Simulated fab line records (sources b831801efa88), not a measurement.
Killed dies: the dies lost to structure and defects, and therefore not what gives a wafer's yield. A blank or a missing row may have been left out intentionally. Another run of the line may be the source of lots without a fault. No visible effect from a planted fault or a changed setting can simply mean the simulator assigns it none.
fab line records    flow sfq-line
record: lots: 14  wafers: 42  last-day: 94
route steps=325 shown I4@164 R5@212 C5@246
lots with no fault: from the same line, run without faults
start-h: start of the lot's first displayed wafer, in hours after the record's first day    wait-h: time in hours since the lot's previous step    " the same as in the row above    L1.1+2: one row covering several wafers at once    - no value present, or no start provided    * or withheld: withheld    < > ~ a bound
route shown NAME@n: NAME is a module with steps in the file, n the number in the route of the first one    usual: mean/standard deviation of fault-free wafers    same: alike in all rows    chamber/n: place in a boat    sites: the reading at each site    _std_site: how widely they spread, as a standard deviation    _edge_site: mean of outer sites minus mean of inner sites    radius-mm: how far each site lies from the wafer's centre    mask NAME#n: copy n    behind: the most recent tool/chamber to have shaped the wafer    hold: what put the lot on hold/how long, in hours/how the hold closed    device: which transistor (n, p or np) failed to switch    end of line: the tests these same wafers got at the end of their route    a step without rows: its recipe alone    killed: not the wafer's yield, but the dies lost to structure and defects at the first sort    map: the dies of a wafer, with x for killed, . for not killed, _ for no die there
set.NAME: the setting the step ran with; set.NAME@STEP: the setting that earlier step ran with    model.NAME: the simulator's own value behind a step, which no gauge read
route steps across a sampled set of lots; one table per step, one row per wafer
services: a tool's chamber out of use, with start hour (start-h, from the record's first day; less than 0 if before it), hours out, and reason
== steps ==
step: SFQ_TRILAYER_I4_CMP_CMP_100
recipe: material: SiO2  down-force-psi: 3  platen-rpm: 60  pad-velocity-m-s: 0.94248
usual: motor-current-A: 10.2/0.96  slurry-flow-ml-min: 149.9/0.52  time-to-endpoint-s: 215/9.5
lot.wafer  tool    chamber  start-h  wait-h  motor-current-A  slurry-flow-ml-min  time-to-endpoint-s
L169.2     cmp-02  2        902.25   1.7     9.7              149.7               218
L169.6     "       0        903.25   2.6     10.2             149.9               222
L169.5     "       1        "        "       11.2             149.9               208
L170.3     cmp-01  2        912.87   3.9     11.1             151.2               211
L170.6     "       0        913.87   4.8     8.9              149.7               218
L170.5     "       1        "        "       12.2             150.6               206
L171.2     cmp-01  3        934.24   0.0     10.0             150.3               205
L171.3     "       0        "        "       8.5              150.2               202
L171.4     "       1        "        "       11.8             150.1               207
L173.3     cmp-02  0        950.84   1.0     9.7              150.1               218
L173.6     "       2        951.84   2.0     9.2              149.9               212
L173.5     "       3        "        "       10.7             149.8               208
L174.2     cmp-02  1        964.04   0.5     10.9             149.7               199
L174.3     "       2        "        "       8.8              149.5               214
L174.5     "       0        965.54   2.0     10.5             150.1               216
L175.1     cmp-01  2        1008.57  0.5     10.5             149.5               214
L175.6     "       1        1010.07  2.0     11.9             149.8               208
L175.5     "       2        "        "       10.0             150.3               225
L176.2     cmp-02  2        1016.89  1.7     9.5              149.3               227
L176.3     "       0        1017.89  2.7     10.7             149.8               220
L176.4     "       1        "        "       10.9             149.0               211
L177.2     cmp-01  2        1039.06  0.6     10.5             150.6               219
L177.5     "       1        1040.68  2.2     11.6             149.6               212
L177.6     "       2        "        "       10.0             150.3               220
L178.4     cmp-01  2        1076.39  2.7     10.2             150.4               227
L178.1     "       3        "        "       10.4             149.9               196
L178.2     "       0        "        "       9.0              150.2               208
L179.4     cmp-01  0        1089.86  7.8     8.7              149.5               117
L179.3     "       2        1090.93  8.9     10.0             150.5               119
L179.6     "       3        "        "       10.4             150.1               112
L182.4     cmp-01  1        1113.76  0.5     11.8             150.4               114
L182.2     "       3        1114.76  1.5     10.0             149.8               115
L182.6     "       0        "        "       8.9              148.7               117
L184.4     cmp-02  1        1118.69  0.5     11.0             150.1               217
L184.2     "       2        "        "       8.8              149.9               211
L184.6     "       0        1120.19  2.0     10.3             149.5               222
L191.1     cmp-02  0        1159.54  0.0     10.0             150.2               205
L191.6     "       0        1161.54  2.0     10.4             150.0               211
L191.5     "       1        "        "       10.6             149.5               200
L192.4     cmp-02  1        1173.24  0.5     10.8             150.3               216
L192.1     "       3        1174.24  1.5     10.0             149.6               213
L192.5     "       1        1175.24  2.5     10.4             149.4               218
step: SFQ_TRILAYER_I4_VIA_BARC_OPEN_VIA_ETCH_146
recipe: mask-material: PR  chemistry: O2  target-depth-nm: 125  target: BARC  source-w: 500  bias-w: 80  pressure-mtorr: 30  time-s: 41.7
usual: drypump-motor-current-A: 5.6/0.36  oes-product-au: 0.685/0.0046
lot.wafer  tool         chamber  start-h  wait-h  drypump-motor-current-A  oes-product-au  rf-hours-counter-h
L169.2     rie-diel-02  0        987.58   0.0     5.6                      0.689           22
L169.5     "            3        "        "       5.2                      0.689           -
L169.6     "            0        "        "       5.6                      0.688           -
L170.3     rie-diel-01  2        988.78   0.0     5.6                      0.675           9
L170.5     "            1        "        "       6.1                      0.684           -
L170.6     "            0        "        "       5.2                      0.683           -
L171.2     rie-diel-02  2        989.98   0.0     6.3                      0.687           5
L171.3     "            0        "        "       5.6                      0.687           23
L171.4     "            3        "        "       5.2                      0.682           4
L173.3     rie-diel-03  1        992.38   0.0     5.8                      0.690           6
L173.5     "            3        "        "       5.1                      0.684           -
L173.6     "            2        "        "       5.7                      0.679           -
L174.2     rie-diel-02  1        993.58   0.0     5.5                      0.692           8
L174.3     "            3        "        "       5.2                      0.677           4
L174.5     "            0        "        "       5.6                      0.684           -
L175.1     rie-diel-02  2        1014.80  0.0     6.3                      0.693           5
L175.5     "            0        "        "       5.6                      0.681           -
L175.6     "            1        "        "       5.5                      0.682           -
L176.2     rie-diel-03  0        1023.49  0.0     5.8                      0.685           18
L176.3     "            1        "        "       5.8                      0.693           6
L176.4     "            3        "        "       5.1                      0.685           -
L177.2     rie-diel-02  3        1045.36  0.0     5.2                      0.683           5
L177.5     "            0        "        "       5.6                      0.680           -
L177.6     "            1        "        "       5.5                      0.681           -
L178.1     rie-diel-01  0        1083.46  0.0     5.2                      0.682           15
L178.2     "            2        "        "       5.5                      0.680           10
L178.4     "            1        "        "       6.1                      0.683           -
L179.3     rie-diel-02  2        1096.15  0.0     6.3                      0.686           6
L179.4     "            0        "        "       5.7                      0.689           24
L179.6     "            3        "        "       5.2                      0.676           -
L182.2     rie-diel-03  3        1258.16  0.0     5.1                      0.682           13
L182.4     "            1        "        "       5.8                      0.687           -
L182.6     "            2        "        "       5.6                      0.690           -
L184.2     rie-diel-02  0        1264.16  0.0     5.6                      0.695           2
L184.4     "            2        "        "       6.3                      0.690           8
L184.6     "            3        "        "       5.2                      0.684           -
L191.1     rie-diel-01  3        1312.37  0.0     5.9                      0.678           4
L191.5     "            1        "        "       6.1                      0.686           -
L191.6     "            0        "        "       5.2                      0.676           -
L192.1     rie-diel-01  0        1325.57  0.0     5.2                      0.688           19
L192.4     "            3        "        "       5.9                      0.683           4
L192.5     "            2        "        "       5.6                      0.685           -
step: SFQ_TRILAYER_R5_DEP_SPUTTER_132
recipe: material: Ti  base-pressure-pa: 1.33e-06  target-thk-nm: 5  power-w: 2000  time-s: 5  chamber-pressure-pa: 0.4
usual: throttle-valve-pct: 29.7/0.74
lot.wafer  tool            chamber  start-h  wait-h  throttle-valve-pct
L169.2     pvd-sputter-06  -        1291.50  0.8     29.5
L169.5     "               -        "        "       29.5
L169.6     "               -        "        "       28.9
L170.3     pvd-sputter-03  -        1293.79  0.6     30.0
L170.5     "               -        "        "       30.0
L170.6     "               -        "        "       29.4
L171.2     pvd-sputter-06  -        1294.50  0.8     28.9
L171.3     "               -        "        "       29.1
L171.4     "               -        "        "       29.6
L173.3     pvd-sputter-06  -        1297.50  0.6     29.0
L173.5     "               -        "        "       29.2
L173.6     "               -        "        "       28.8
L174.2     pvd-sputter-05  -        1299.79  0.8     30.3
L174.3     "               -        "        "       30.0
L174.5     "               -        "        "       31.9
L175.1     pvd-sputter-06  -        1317.36  1.0     29.5
L175.5     "               -        "        "       29.4
L175.6     "               -        "        "       29.8
L176.2     pvd-sputter-05  -        1320.96  0.8     29.9
L176.3     "               -        "        "       31.7
L176.4     "               -        "        "       30.3
L177.2     pvd-sputter-03  -        1342.89  0.8     29.5
L177.5     "               -        "        "       30.5
L177.6     "               -        "        "       29.2
L178.1     pvd-sputter-06  -        1378.71  1.0     29.6
L178.2     "               -        "        "       29.3
L178.4     "               -        "        "       28.8
L179.3     pvd-sputter-06  -        1392.66  0.6     28.7
L179.4     "               -        "        "       29.6
L179.6     "               -        "        "       28.7
L182.2     pvd-sputter-05  -        1415.84  0.8     30.5
L182.4     "               -        "        "       30.0
L182.6     "               -        "        "       29.4
L184.2     pvd-sputter-05  -        1422.68  0.8     32.0
L184.4     "               -        "        "       30.6
L184.6     "               -        "        "       30.1
L191.1     pvd-sputter-05  -        1467.09  1.0     30.2
L191.5     "               -        "        "       30.3
L191.6     "               -        "        "       31.8
L192.1     pvd-sputter-06  -        1472.58  1.0     29.1
L192.4     "               -        "        "       29.7
L192.5     "               -        "        "       29.3
step: SFQ_C5_OVL_MEAS_937
usual: C5_OVL: 1/5.3
lot.wafer  tool        chamber  start-h  wait-h  C5_OVL[nm]
L169.2     overlay-02  -        1573.55  0.1     4
L169.5     "           -        "        "       4
L169.6     "           -        "        "       2
L170.3     overlay-02  -        1577.15  0.1     -1
L170.5     "           -        "        "       -3
L170.6     "           -        "        "       -1
L171.2     overlay-02  -        1578.36  0.1     3
L171.3     "           -        "        "       9
L171.4     "           -        "        "       1
L173.3     overlay-01  -        1715.94  0.1     0
L173.5     "           -        "        "       1
L173.6     "           -        "        "       -3
L174.2     overlay-02  -        1718.33  0.1     3
L174.3     "           -        "        "       1
L174.5     "           -        "        "       2
L175.1     overlay-02  -        1724.33  0.1     1
L175.5     "           -        "        "       -1
L175.6     "           -        "        "       2
L176.2     overlay-02  -        1729.13  0.1     6
L176.3     "           -        "        "       4
L176.4     "           -        "        "       7
L177.2     overlay-02  -        1739.93  0.1     -4
L177.5     "           -        "        "       -1
L177.6     "           -        "        "       -1
L178.1     overlay-02  -        1755.65  0.1     10
L178.2     "           -        "        "       12
L178.4     "           -        "        "       9
L179.3     overlay-02  -        1776.06  0.1     -3
L179.4     "           -        "        "       -8
L179.6     "           -        "        "       -8
L182.2     overlay-01  -        1796.46  0.1     -1
L182.4     "           -        "        "       -2
L182.6     "           -        "        "       -4
L184.2     overlay-02  -        1809.66  0.1     6
L184.4     "           -        "        "       4
L184.6     "           -        "        "       2
L191.1     overlay-02  -        1854.36  0.1     -9
L191.5     "           -        "        "       -9
L191.6     "           -        "        "       -13
L192.1     overlay-01  -        1856.76  0.1     -2
L192.4     "           -        "        "       -2
L192.5     "           -        "        "       -1
== services ==
tool            chamber  start-h  hours  kind
pvd-sputter-06  -        886.75   1.6    repair
cmp-01          -        903.91   5.0    pm
pvd-sputter-06  -        908.70   4.0    repair
cmp-02          -        921.64   4.0    pm
cmp-01          -        957.30   1.4    repair
pvd-sputter-06  -        959.92   9.6    repair
cmp-01          -        969.25   8.7    repair
cmp-02          -        1023.93  3.4    repair
pvd-sputter-06  -        1032.45  3.9    repair
rie-diel-02     0        1056.92  2.2    repair
cmp-02          -        1069.07  15.4   pm
pvd-sputter-06  -        1069.43  5.0    repair
cmp-02          -        1086.74  0.7    repair
cmp-01          -        1092.55  4.0    pm
cmp-01          -        1108.73  0.3    repair
rie-diel-02     -        1125.34  2.8    pm
rie-diel-02     3        1172.69  10.1   repair
cmp-01          -        1178.12  1.4    repair
cmp-01          -        1209.74  2.3    repair
cmp-02          -        1209.78  4.0    repair
cmp-02          -        1224.94  4.8    pm
pvd-sputter-06  -        1234.31  3.4    repair
cmp-02          -        1237.26  5.8    pm
pvd-sputter-06  -        1240.25  2.7    repair
== key ==
first-sign: step: SFQ_TRILAYER_I4_CMP_CMP_100  reading: time-to-endpoint-s  direction: down  sigmas: 10  usual: *  struck: *
effect none on later readings
met-at SFQ_TRILAYER_I4_CMP_CMP_100
struck-lots L179,L182
not-acting-at SFQ_TRILAYER_I4_VIA_BARC_OPEN_VIA_ETCH_146,SFQ_TRILAYER_R5_DEP_SPUTTER_132,SFQ_C5_OVL_MEAS_937
onset-between 1076.39 1089.86
fault: kind: process-parameter-drift  tool: cmp-01  chamber: -  onset-h: 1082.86  steps: SFQ_TRILAYER_I4_CMP_CMP_100  channel: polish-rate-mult  offset: 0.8  shape: step  end-h: 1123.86
